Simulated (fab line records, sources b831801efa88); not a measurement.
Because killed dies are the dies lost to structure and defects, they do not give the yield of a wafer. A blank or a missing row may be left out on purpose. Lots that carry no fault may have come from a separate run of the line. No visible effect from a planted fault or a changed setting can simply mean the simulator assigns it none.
Tool commonality check    flow sky130    Sample size 11 lots and 33 wafers

THE REASON FOR OPENING IT
At SKY_NWELL_RS_MEAS_29 the reading NWELL_RS is flagged on 3 of 11 lots. Wafers without a fault read 624.7 ohm/sq, standard deviation 1.3.
Rule: flag the lot when none of its wafers has a number, or when each of its wafers that has one lies beyond 4 standard deviations from that mean. The other lots count as sound.

lot   measured      on            NWELL_RS (ohm/sq), wafer by wafer  flag
L791  day 5 17:09   filmMetro-03  624.2 625.2 625.3                  
L792  day 6 00:44   filmMetro-04  625.3 626.0 625.9                  
L795  day 6 19:59   filmMetro-03  628.3 626.7 627.4                  
L796  day 7 01:08   filmMetro-04  624.0 623.0 622.4                  
L802  day 8 16:03   filmMetro-03  661.6 660.8 659.0                  FLAGGED
L803  day 8 22:24   filmMetro-03  660.5 659.8 662.5                  FLAGGED
L804  day 9 02:18   filmMetro-04  661.4 660.8 660.6                  FLAGGED
L805  day 9 12:57   filmMetro-04  623.2 625.0 624.0                  
L806  day 9 20:48   filmMetro-03  625.4 621.9 623.3                  
L810  day 10 23:25  filmMetro-04  623.8 626.1 625.6                  
L812  day 11 09:23  filmMetro-01  625.9 625.2 624.3                  
On average the flagged lots' numbers are 660.8 ohm/sq, which is +36.1 ohm/sq against the usual, or +28 standard deviations.

TOOL THAT RAN EACH LOT
The record holds 3 process steps before the reading, out of a route of 708 steps. Each cell gives the tool, then ch followed by the chambers the sampled wafers passed through, then the start.
lot   flag     SKY_FIELD_ISO_ETCH_15             SKY_NWELL_IMPLANT_11             SKY_NWELL_STRIP_14
L791           rieDiel-04 ch 0,3, day 2 14:34    implanter-04 ch 0, day 4 22:57   plasmaAsher-03 ch 0,1, day 4 23:22
L792           rieDiel-02 ch 0,1,3, day 2 19:46  implanter-01 ch 0, day 5 05:26   plasmaAsher-02 ch 0,1, day 5 05:52
L795           rieDiel-02 ch 0,2,3, day 3 11:28  implanter-04 ch 0, day 6 00:17   plasmaAsher-03 ch 0,1, day 6 00:44
L796           rieDiel-03 ch 1,2, day 3 18:25    implanter-04 ch 0, day 6 05:38   plasmaAsher-03 ch 0,1, day 6 06:05
L802  FLAGGED  rieDiel-02 ch 0,1,2, day 5 00:19  implanter-04 ch 0, day 7 17:40   plasmaAsher-01 ch 0,1, day 7 18:04
L803  FLAGGED  rieDiel-03 ch 0,1, day 5 04:37    implanter-04 ch 0, day 7 23:44   plasmaAsher-01 ch 0,1, day 8 00:11
L804  FLAGGED  rieDiel-03 ch 0,2, day 5 11:07    implanter-04 ch 0, day 8 03:02   plasmaAsher-03 ch 0,1, day 8 03:29
L805           rieDiel-04 ch 0,1,2, day 5 15:19  implanter-01 ch 0, day 8 13:05   plasmaAsher-03 ch 0,1, day 8 13:32
L806           rieDiel-02 ch 0,1,3, day 5 21:28  implanter-03 ch 0, day 8 21:23   plasmaAsher-01 ch 0,1, day 8 21:50
L810           rieDiel-03 ch 0,3, day 6 18:04    implanter-03 ch 0, day 9 22:33   plasmaAsher-03 ch 0,1, day 9 22:59
L812           rieDiel-03 ch 0,2, day 7 05:46    implanter-03 ch 0, day 10 08:05  plasmaAsher-02 ch 0,1, day 10 08:32
What the steps here do:
- SKY_FIELD_ISO_ETCH_15: etches the open film in CHF3/O2, stops on Si, target depth 180 nm, time 72 s.
- SKY_NWELL_IMPLANT_11
- SKY_NWELL_STRIP_14: strips in O2/N2.
- SKY_NWELL_RS_MEAS_29: measures by four-point-probe.

FLAGGED AGAINST TOTAL, ONE TOOL AT A TIME (gauges that did the reading follow at the end)
step                   tool            lots run  flagged  share of the flagged lots  sound lots run after its first flagged lot
SKY_FIELD_ISO_ETCH_15  rieDiel-02      4         1        some                       1 (L806)
SKY_FIELD_ISO_ETCH_15  rieDiel-03      5         2        some                       2 (L810,L812)
SKY_FIELD_ISO_ETCH_15  rieDiel-04      2         0        none                       -
SKY_NWELL_IMPLANT_11   implanter-01    2         0        none                       -
SKY_NWELL_IMPLANT_11   implanter-03    3         0        none                       -
SKY_NWELL_IMPLANT_11   implanter-04    6         3        all                        0
SKY_NWELL_STRIP_14     plasmaAsher-01  3         2        some                       1 (L806)
SKY_NWELL_STRIP_14     plasmaAsher-02  2         0        none                       -
SKY_NWELL_STRIP_14     plasmaAsher-03  6         1        some                       2 (L805,L810)
SKY_NWELL_RS_MEAS_29   filmMetro-01    1         0        none                       -
SKY_NWELL_RS_MEAS_29   filmMetro-03    5         2        some                       1 (L806)
SKY_NWELL_RS_MEAS_29   filmMetro-04    5         1        some                       2 (L805,L810)

WHAT IS ALLOWED BY THE TABLE
In the table, 1 row covers all flagged lots: implanter-04 at SKY_NWELL_IMPLANT_11.
- implanter-04 at SKY_NWELL_IMPLANT_11: 3 of its 6 lots flagged. Last sound lot L796 at day 6 05:38, first flagged lot L802 at day 7 17:40; a fault beginning in between fits. Its own readings (beamEnergyKeV) fall more than 4 standard deviations out on all wafers of the flagged lots.
Just one tool remains: implanter-04 at SKY_NWELL_IMPLANT_11.

WHAT THE SIMULATOR PUT IN
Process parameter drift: implanter-04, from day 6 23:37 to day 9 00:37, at SKY_NWELL_IMPLANT_11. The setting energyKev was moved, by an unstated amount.
Shown lots that were struck: L802, L803, L804. Same finding as the rule above.
